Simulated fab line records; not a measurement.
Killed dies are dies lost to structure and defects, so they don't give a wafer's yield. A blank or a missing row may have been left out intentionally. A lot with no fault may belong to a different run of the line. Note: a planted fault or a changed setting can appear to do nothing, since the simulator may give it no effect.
Which tool was responsible? + flow sky130 + 24 lots with 72 wafers sampled at 6 steps, on a route of 708 steps

## WHAT EACH GAUGE READ, for each wafer
SKY_FIELD_ISO_THK_MEAS_04. Usual: FIELD_ISO_CVD_03_THK typically reads 165.1 nm, with standard deviation 1.3.
| lot  | measured    | on            | FIELD_ISO_CVD_03_THK (nm) | flag |
|------|-------------|---------------|---------------------------|------|
| L074 | day 1 15:53 | film-metro-03 | 164.8 164.3 164.3         |      |
| L075 | day 1 19:09 | film-metro-03 | 163.5 164.6 165.9         |      |
| L076 | day 2 01:57 | film-metro-02 | 165.3 165.6 165.0         |      |
| L077 | day 2 04:29 | film-metro-04 | 166.0 166.9 166.1         |      |
| L078 | day 2 09:50 | film-metro-03 | 165.0 164.2 165.6         |      |
| L079 | day 2 15:07 | film-metro-04 | 164.7 164.1 163.7         |      |
| L080 | day 2 19:30 | film-metro-04 | 165.8 164.4 165.0         |      |
| L081 | day 3 03:03 | film-metro-03 | 165.7 166.8 165.8         |      |
| L082 | day 3 06:36 | film-metro-04 | 162.8 162.9 161.1         |      |
| L083 | day 3 11:06 | film-metro-03 | 165.5 164.5 167.3         |      |
| L084 | day 3 18:00 | film-metro-03 | 165.0 165.0 163.9         |      |
| L085 | day 3 22:56 | film-metro-02 | 166.3 166.3 164.0         |      |
| L086 | day 4 03:07 | film-metro-04 | 164.3 165.9 165.3         |      |
| L087 | day 4 06:58 | film-metro-03 | 163.1 165.0 165.0         |      |
| L088 | day 4 11:53 | film-metro-03 | 165.4 166.0 166.2         |      |
| L089 | day 4 16:31 | film-metro-03 | 164.0 167.0 166.2         |      |
| L090 | day 4 22:30 | film-metro-03 | 164.1 162.4 164.2         |      |
| L091 | day 5 02:58 | film-metro-03 | 167.4 167.7 167.2         |      |
| L092 | day 5 08:49 | film-metro-04 | 165.3 164.0 163.9         |      |
| L093 | day 5 15:34 | film-metro-02 | 163.6 166.0 163.9         |      |
| L094 | day 5 19:55 | film-metro-02 | 165.1 163.9 163.1         |      |
| L095 | day 5 22:49 | film-metro-04 | 165.1 166.0 165.9         |      |
| L096 | day 6 03:47 | film-metro-04 | 165.1 164.9 164.6         |      |
| L097 | day 6 10:00 | film-metro-02 | 166.0 166.0 165.5         |      |

SKY_VT_ADJUST_HVTR_OVL_MEAS_08. Usual: VT_ADJUST_HVTR_OVL typically reads 1.0 nm, with standard deviation 1.5.
| lot  | measured     | on         | VT_ADJUST_HVTR_OVL (nm) | flag |
|------|--------------|------------|-------------------------|------|
| L074 | day 9 12:10  | overlay-02 | 0.2 -0.1 -1.3           |      |
| L075 | day 9 12:28  | overlay-02 | -2.0 -2.5 -0.7          |      |
| L076 | day 10 05:31 | overlay-01 | 3.8 2.7 3.2             |      |
| L077 | day 10 07:58 | overlay-02 | 1.5 0.6 0.3             |      |
| L078 | day 10 21:16 | overlay-02 | 2.6 1.3 1.3             |      |
| L079 | day 11 10:38 | overlay-02 | 0.7 0.0 -0.3            |      |
| L080 | day 11 12:28 | overlay-01 | 1.8 3.5 2.8             |      |
| L081 | day 11 20:40 | overlay-02 | -1.2 -0.8 0.2           |      |
| L082 | day 11 23:16 | overlay-01 | 3.3 2.7 1.7             |      |
| L083 | day 12 02:16 | overlay-02 | -1.2 -0.7 -0.5          |      |
| L084 | day 12 16:28 | overlay-01 | 2.3 1.6 2.4             |      |
| L085 | day 12 23:47 | overlay-01 | 3.2 2.3 3.7             |      |
| L086 | day 13 05:04 | overlay-02 | -1.6 -0.9 -0.9          |      |
| L087 | day 13 15:01 | overlay-01 | 1.4 0.1 0.6             |      |
| L088 | day 14 06:46 | overlay-02 | 1.0 0.2 -0.3            |      |
| L089 | day 14 06:05 | overlay-01 | 0.3 0.6 2.8             |      |
| L090 | day 14 12:46 | overlay-01 | 0.6 1.0 1.4             |      |
| L091 | day 14 18:58 | overlay-02 | 0.3 -1.0 0.9            |      |
| L092 | day 14 21:59 | overlay-02 | 1.1 0.8 0.6             |      |
| L093 | day 15 11:38 | overlay-01 | 2.2 2.5 1.1             |      |
| L094 | day 15 19:58 | overlay-02 | -1.2 -0.5 -0.1          |      |
| L095 | day 15 20:58 | overlay-02 | 0.3 1.7 1.3             |      |
| L096 | day 16 02:55 | overlay-02 | 0.5 0.7 0.9             |      |
| L097 | day 16 17:31 | overlay-01 | 1.6 2.2 0.4             |      |

SKY_POLY_GATE_CD_MEAS_13 targets a cd of 150 nm. Usual: cd-nm at 149.9 nm, with a standard deviation of 1.5.
| lot  | measured     | on        | cd-nm (nm)        | flag |
|------|--------------|-----------|-------------------|------|
| L074 | day 16 10:50 | cd-sem-01 | 151.8 151.4 150.3 |      |
| L075 | day 16 09:08 | cd-sem-01 | 150.4 151.6 152.2 |      |
| L076 | day 17 04:44 | cd-sem-02 | 148.4 148.9 148.2 |      |
| L077 | day 17 09:05 | cd-sem-02 | 148.3 147.6 146.5 |      |
| L078 | day 18 03:07 | cd-sem-02 | 151.2 151.2 150.6 |      |
| L079 | day 18 23:45 | cd-sem-02 | 151.2 150.8 150.7 |      |
| L080 | day 18 23:40 | cd-sem-01 | 149.2 148.1 147.5 |      |
| L081 | day 19 08:55 | cd-sem-01 | 146.7 146.9 147.2 |      |
| L082 | day 19 13:07 | cd-sem-01 | 149.7 149.7 150.7 |      |
| L083 | day 19 20:35 | cd-sem-02 | 152.8 154.1 152.6 |      |
| L084 | day 20 05:25 | cd-sem-02 | 150.3 149.2 150.4 |      |
| L085 | day 21 01:52 | cd-sem-02 | 149.2 149.5 148.5 |      |
| L086 | day 21 02:52 | cd-sem-01 | 147.8 148.0 147.1 |      |
| L087 | day 21 19:58 | cd-sem-02 | 150.4 150.6 151.3 |      |
| L088 | day 22 04:47 | cd-sem-02 | 148.7 149.1 149.1 |      |
| L089 | day 22 05:30 | cd-sem-01 | 151.6 151.6 151.2 |      |
| L090 | day 22 16:35 | cd-sem-01 | 149.6 148.9 149.7 |      |
| L091 | day 22 19:59 | cd-sem-01 | 150.8 151.5 150.2 |      |
| L092 | day 22 23:54 | cd-sem-01 | 152.1 152.2 151.4 |      |
| L093 | day 23 14:56 | cd-sem-01 | 150.4 150.8 151.1 |      |
| L094 | day 23 23:34 | cd-sem-01 | 151.3 151.7 150.2 |      |
| L095 | day 24 00:40 | cd-sem-02 | 148.4 148.1 150.0 |      |
| L096 | day 24 07:38 | cd-sem-02 | 151.1 150.2 150.5 |      |
| L097 | day 24 20:29 | cd-sem-01 | 148.4 149.5 149.1 |      |

SKY_LI_CONTACT_OVL_MEAS_13. Usual: LI_CONTACT_OVL typically reads 1 nm, with standard deviation 3.6.
| lot  | measured     | on         | LI_CONTACT_OVL (nm) | flag |
|------|--------------|------------|---------------------|------|
| L074 | day 29 02:25 | overlay-01 | 13 3 10             |      |
| L075 | day 29 01:10 | overlay-01 | -2 0 1              |      |
| L076 | day 29 19:28 | overlay-01 | -5 -2 -1            |      |
| L077 | day 29 22:46 | overlay-02 | 7 2 -2              |      |
| L078 | day 30 14:07 | overlay-01 | 2 3 -3              |      |
| L079 | day 31 15:56 | overlay-01 | -1 4 1              |      |
| L080 | day 31 13:53 | overlay-02 | 0 3 2               |      |
| L081 | day 31 19:46 | overlay-01 | 0 6 3               |      |
| L082 | day 31 21:55 | overlay-01 | -3 1 -2             |      |
| L083 | day 32 04:31 | overlay-02 | -3 -5 -2            |      |
| L084 | day 32 08:31 | overlay-02 | -5 -3 0             |      |
| L085 | day 33 02:31 | overlay-01 | 1 6 3               |      |
| L086 | day 33 03:31 | overlay-02 | -1 -1 -3            |      |
| L087 | day 33 17:43 | overlay-02 | -2 -3 3             |      |
| L088 | day 34 01:07 | overlay-01 | 0 1 -2              |      |
| L089 | day 34 03:35 | overlay-01 | 2 2 3               |      |
| L090 | day 34 13:58 | overlay-01 | 2 3 8               |      |
| L091 | day 34 15:44 | overlay-01 | 1 9 5               |      |
| L092 | day 34 18:24 | overlay-01 | 0 -1 9              |      |
| L093 | day 35 08:58 | overlay-01 | 3 5 4               |      |
| L094 | day 35 16:49 | overlay-01 | 3 0 0               |      |
| L095 | day 35 18:07 | overlay-02 | -4 1 2              |      |
| L096 | day 35 23:38 | overlay-01 | 2 2 7               |      |
| L097 | day 36 09:58 | overlay-02 | 4 0 -3              |      |

SKY_VIA1_OVL_MEAS_13. Usual: VIA1_OVL typically reads 2 nm, with standard deviation 6.3.
| lot  | measured     | on         | VIA1_OVL (nm) | flag |
|------|--------------|------------|---------------|------|
| L074 | day 33 16:34 | overlay-01 | 2 -4 -8       |      |
| L075 | day 33 15:17 | overlay-01 | 2 6 0         |      |
| L076 | day 34 10:43 | overlay-02 | -12 -12 -12   |      |
| L077 | day 34 15:04 | overlay-01 | 1 3 -2        |      |
| L078 | day 35 08:55 | overlay-02 | 19 14 14      |      |
| L079 | day 36 06:26 | overlay-02 | -7 -3 0       |      |
| L080 | day 36 04:15 | overlay-01 | -6 -8 0       |      |
| L081 | day 36 12:49 | overlay-01 | 4 11 3        |      |
| L082 | day 36 14:37 | overlay-02 | 6 6 8         |      |
| L083 | day 36 20:01 | overlay-02 | -8 -3 0       |      |
| L084 | day 37 00:16 | overlay-01 | -2 -1 7       |      |
| L085 | day 37 16:20 | overlay-02 | -1 -1 3       |      |
| L086 | day 37 20:49 | overlay-01 | 0 -9 -5       |      |
| L087 | day 38 08:16 | overlay-02 | -2 3 7        |      |
| L088 | day 38 14:55 | overlay-02 | 5 6 9         |      |
| L089 | day 38 16:53 | overlay-02 | 0 3 0         |      |
| L090 | day 39 03:16 | overlay-01 | 1 -6 2        |      |
| L091 | day 39 05:44 | overlay-02 | 8 12 9        |      |
| L092 | day 39 09:02 | overlay-01 | 11 4 7        |      |
| L093 | day 39 19:19 | overlay-01 | 5 0 -2        |      |
| L094 | day 40 03:28 | overlay-02 | 3 -1 -2       |      |
| L095 | day 40 04:31 | overlay-01 | 8 6 3         |      |
| L096 | day 40 09:10 | overlay-02 | -7 -4 3       |      |
| L097 | day 40 18:05 | overlay-01 | 15 3 7        |      |

SKY_METAL3_CD_MEAS_13 targets a cd of 300 nm. Usual: cd-nm at 300.1 nm, with a standard deviation of 1.4.
| lot  | measured     | on        | cd-nm (nm)        | flag |
|------|--------------|-----------|-------------------|------|
| L074 | day 38 06:30 | cd-sem-02 | 302.0 300.2 299.9 |      |
| L075 | day 38 05:11 | cd-sem-02 | 302.3 301.2 301.7 |      |
| L076 | day 38 22:20 | cd-sem-01 | 300.2 299.4 299.6 |      |
| L077 | day 39 03:37 | cd-sem-01 | 300.7 300.0 302.0 |      |
| L078 | day 39 19:22 | cd-sem-02 | 302.4 302.2 301.8 |      |
| L079 | day 40 15:24 | cd-sem-02 | 301.2 300.4 301.2 |      |
| L080 | day 40 14:02 | cd-sem-01 | 301.0 301.2 299.4 |      |
| L081 | day 40 21:40 | cd-sem-01 | 299.1 297.7 299.1 |      |
| L082 | day 40 23:07 | cd-sem-02 | 299.0 298.1 300.6 |      |
| L083 | day 41 04:23 | cd-sem-01 | 301.0 299.3 299.0 |      |
| L084 | day 41 07:16 | cd-sem-02 | 301.2 301.2 299.8 |      |
| L085 | day 42 00:17 | cd-sem-01 | 297.7 297.3 295.3 |      |
| L086 | day 42 05:43 | cd-sem-01 | 300.1 298.5 299.4 |      |
| L087 | day 42 16:20 | cd-sem-02 | 301.6 301.9 301.5 |      |
| L088 | day 42 19:50 | cd-sem-01 | 300.8 300.5 301.9 |      |
| L089 | day 42 20:45 | cd-sem-01 | 299.9 300.1 301.0 |      |
| L090 | day 43 10:05 | cd-sem-02 | 301.0 300.9 301.1 |      |
| L091 | day 43 10:31 | cd-sem-02 | 300.3 299.6 299.2 |      |
| L092 | day 43 14:03 | cd-sem-01 | 297.9 297.6 296.8 |      |
| L093 | day 43 21:41 | cd-sem-02 | 300.4 300.3 300.5 |      |
| L094 | day 44 06:07 | cd-sem-02 | 302.1 300.1 299.5 |      |
| L095 | day 44 08:17 | cd-sem-02 | 300.3 299.7 300.1 |      |
| L096 | day 44 11:14 | cd-sem-01 | 298.4 298.7 298.8 |      |
| L097 | day 44 18:02 | cd-sem-02 | 300.1 299.4 299.1 |      |

## WHICH TOOL RAN EACH LOT (tool, then ch and the chambers of the sampled wafers, then the start)
The record holds no process step before these readings.

## AS READ BY THE TOOLS THEMSELVES (means over the sampled wafers that have a number; for cases with no such wafer, the mark the record gives instead)
The record holds no such reading with a usual standard deviation.

## THE ANSWER, worked out from the rows above alone
Rule: a lot is off if the mean of its wafers that have a number lies more than 3 standard deviations from the usual mean. Also off: a lot with no number at a reading for which 4 or more lots have one. The other lots that the step has rows for count as sound. The gauges are gone through in route order, then the tools' own readings, and for those a lot's mean is taken as printed above. At the first step where some lot is off, the reading lying furthest off is the one used; lots without a number count as furthest.
None of the lots is off at any reading shown; this tells nothing.

## WHAT WAS PUT IN BY THE SIMULATOR
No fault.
